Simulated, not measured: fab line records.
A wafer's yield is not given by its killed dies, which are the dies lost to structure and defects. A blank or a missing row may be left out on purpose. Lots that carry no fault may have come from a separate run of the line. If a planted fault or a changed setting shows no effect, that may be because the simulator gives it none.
One fault through the eyes of 2 desks | flow gf180mcu | each desk has only its own numbers; what lay behind them comes last

THE METROLOGY DESK
Means of the sampled wafers that have a number, per lot and without regard to the tool the lot ran on: this is what the gauges read. If a lot's mean is further than 4 standard deviations from the usual mean, the lot is out of limits and carries the mark OUT (the distance appears in the brackets).
Columns: A = V5_OVL at GF_V5_OVL_MEAS_15, usual -4 nm
lot  | first seen here | A
L914 | day 27 14:10    | -11
L915 | day 27 16:19    | 5
L916 | day 28 02:26    | -1
L917 | day 28 14:17    | -4
L919 | day 29 05:42    | -8
L920 | day 29 14:14    | -7
L921 | day 29 21:40    | -10
L922 | day 29 23:46    | -10
L926 | day 30 23:40    | -3
L928 | day 31 13:16    | -6
L933 | day 32 20:10    | -10
L934 | day 33 01:55    | 3
L936 | day 33 12:37    | -2
This desk's verdict: no lot among the 13 shows anything out of limits.

AT THE TOOL OWNER'S DESK: rie_diel-03
The tool's own readings at GF_POLY_GATE_ETCH_12 (etches BARC in N2/H2): means of the sampled wafers that have a number, for each lot that ran on this tool. If a lot's mean is further than 4 standard deviations from the usual mean, the lot is out of limits and carries the mark OUT (the distance appears in the brackets).
Columns: A = drypump_motor_current_A at GF_POLY_GATE_ETCH_12, usual 5.6 A; B = oes_product_au at GF_POLY_GATE_ETCH_12, usual 0.736 a.u.; C = throttle_valve_pct at GF_POLY_GATE_ETCH_12, usual 13.215 %
lot  | first seen here | A   | B     | C
L914 | day 9 13:34     | 4.8 | 0.737 | 13.215
L915 | day 9 18:22     | 6.1 | 0.737 | 13.216
L916 | day 10 00:00    | 6.6 | 0.737 | 13.225
L920 | day 11 10:44    | 5.2 | 0.739 | 13.214
L921 | day 11 15:21    | 4.8 | 0.737 | 13.213
L926 | day 13 00:38    | 5.4 | 0.738 | 13.217
L928 | day 13 15:52    | 5.9 | 0.732 | 13.221
This desk's verdict: no lot among the 7 shows anything out of limits.

ALL TOGETHER
The metrology desk saw nothing out of limits.
The tool owner's desk saw nothing out of limits.

WHAT THE SIMULATOR HAD PUT IN
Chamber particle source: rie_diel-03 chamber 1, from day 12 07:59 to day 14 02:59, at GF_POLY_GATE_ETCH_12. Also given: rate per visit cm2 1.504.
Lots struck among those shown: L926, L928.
